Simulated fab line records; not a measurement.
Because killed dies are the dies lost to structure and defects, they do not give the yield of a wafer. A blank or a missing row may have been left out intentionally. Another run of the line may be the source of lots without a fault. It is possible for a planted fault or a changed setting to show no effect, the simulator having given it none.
Which tool did it? | flow gf180mcu | 12 lots, 36 wafers sampled, at 1 step of a route of 602

WHAT THE GAUGES SHOWED, per wafer
GF_V2_CD_MEAS_14 targets a cd of 260 nm.
lot  | measured     | on        | cd nm (nm)
L075 | day 21 03:23 | cd sem-01 | 261.4 260.5 261.9
L077 | day 21 18:20 | cd sem-02 | 261.7 261.4 261.1
L079 | day 22 09:49 | cd sem-01 | 259.2 260.7 259.2
L081 | day 22 21:34 | cd sem-02 | 260.1 261.3 261.1
L083 | day 23 19:19 | cd sem-02 | 258.0 258.4 259.0
L085 | day 24 12:01 | cd sem-01 | 258.8 259.9 258.6
L087 | day 25 03:05 | cd sem-01 | 259.0 260.2 261.1
L089 | day 25 13:23 | cd sem-02 | 260.8 261.2 260.2
L091 | day 26 06:31 | cd sem-01 | 259.9 260.0 258.4
L093 | day 26 22:59 | cd sem-02 | 260.5 259.6 259.8
L095 | day 27 09:16 | cd sem-01 | 259.7 261.0 260.3
L097 | day 28 00:05 | cd sem-02 | 259.8 259.7 258.8

EACH LOT AND THE TOOL THAT RAN IT (in order: tool; ch and the chambers of the sampled wafers; start)
The record shows no process step preceding these readings.

THE ANSWER, worked out from the rows above alone
Rule: usual is defined by the lots themselves. Put in order of their means at a reading, lots are off if they are a third of the lots or fewer, leave a main group of 4 or more, and stand apart from it by a gap of 3 or more times the standard deviation of the main group's means; of several such gaps the widest counts. A main group is skipped when, at the precision printed for the reading in the tables above, its means are all equal. Also off: a lot with no number at a reading for which 4 or more lots have one. Any other lot the step has rows for is counted as sound.
Across all readings shown, no lot is off: no conclusion can be drawn from this.

WHAT HAD BEEN PUT IN BY THE SIMULATOR
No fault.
